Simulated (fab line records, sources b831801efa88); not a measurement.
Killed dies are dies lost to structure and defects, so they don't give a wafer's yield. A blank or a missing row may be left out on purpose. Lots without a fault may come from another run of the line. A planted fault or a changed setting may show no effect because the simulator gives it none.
Which tool did it? | flow gf180mcu | 11 lots, 33 wafers sampled, at 2 steps of a route of 602

WHAT THE GAUGES READ, wafer by wafer
GF_V4_RS_MEAS_24: measures by four-point-probe.
lot  | measured     | on            | V4_W_RS (ohm/sq)
L239 | day 24 09:18 | film_metro-01 | 0.329 0.322 0.327
L242 | day 25 06:59 | film_metro-01 | 0.330 0.329 0.325
L243 | day 25 17:31 | film_metro-04 | 0.326 0.322 0.327
L246 | day 26 23:04 | film_metro-04 | 0.322 0.329 0.325
L248 | day 27 09:20 | film_metro-03 | 0.329 0.327 0.322
L250 | day 28 11:49 | film_metro-01 | 0.330 0.333 0.329
L253 | day 29 04:25 | film_metro-03 | 0.326 0.332 0.327
L255 | day 29 15:41 | film_metro-04 | 0.327 0.320 0.318
L258 | day 30 08:13 | film_metro-01 | 0.330 0.321 0.329
L259 | day 30 13:51 | film_metro-01 | 0.385 0.386 0.377
L262 | day 31 07:14 | film_metro-01 | 0.324 0.330 0.325

WHICH TOOL RAN EACH LOT (tool, then ch and the chambers of the sampled wafers, then the start)
lot  | GF_V4_CVD_23
L239 | cvd_w-01 ch 1, day 24 09:05
L242 | cvd_w-01 ch 0,1, day 25 06:53
L243 | cvd_w-02 ch 0,1, day 25 17:23
L246 | cvd_w-02 ch 0,1, day 26 22:56
L248 | cvd_w-02 ch 0,1, day 27 09:13
L250 | cvd_w-02 ch 0,1, day 28 11:42
L253 | cvd_w-01 ch 0,1, day 29 04:17
L255 | cvd_w-02 ch 0,1, day 29 15:34
L258 | cvd_w-02 ch 0,1, day 30 08:05
L259 | cvd_w-01 ch 0,1, day 30 13:44
L262 | cvd_w-02 ch 0,1, day 31 07:07
- GF_V4_CVD_23: deposits W, target thk 350 nm, time 104.9 s.

THE ANSWER, worked out from the rows above alone
Rule: what is usual is taken from the lots themselves. Put in order of their means at a reading, lots are off if they are a third of the lots or fewer, leave a main group of 4 or more, and stand apart from it by a gap of 3 or more times the standard deviation of the main group's means; of several such gaps the widest counts. A main group whose means are all the same, to the digits that the tables above print for the reading, isn't used. A lot without any number at a reading at which 4 lots or more have one is off too. The other lots that the step has rows for count as sound.
Off: L259, at GF_V4_RS_MEAS_24 (V4_W_RS). The main group: mean 0.326 ohm/sq, standard deviation 0.0022.
A tool fits if, at a process step before that reading, it ran every lot that is off, and no sound lot after the first of them. The gauges at GF_V4_RS_MEAS_24 are tried like those tools. One fits: cvd_w-01 at GF_V4_CVD_23. Its last sound lot is L253 (day 29 04:17), its first lot that is off L259 (day 30 13:44): a fault that began between those two fits.

WHAT THE SIMULATOR HAD PUT IN
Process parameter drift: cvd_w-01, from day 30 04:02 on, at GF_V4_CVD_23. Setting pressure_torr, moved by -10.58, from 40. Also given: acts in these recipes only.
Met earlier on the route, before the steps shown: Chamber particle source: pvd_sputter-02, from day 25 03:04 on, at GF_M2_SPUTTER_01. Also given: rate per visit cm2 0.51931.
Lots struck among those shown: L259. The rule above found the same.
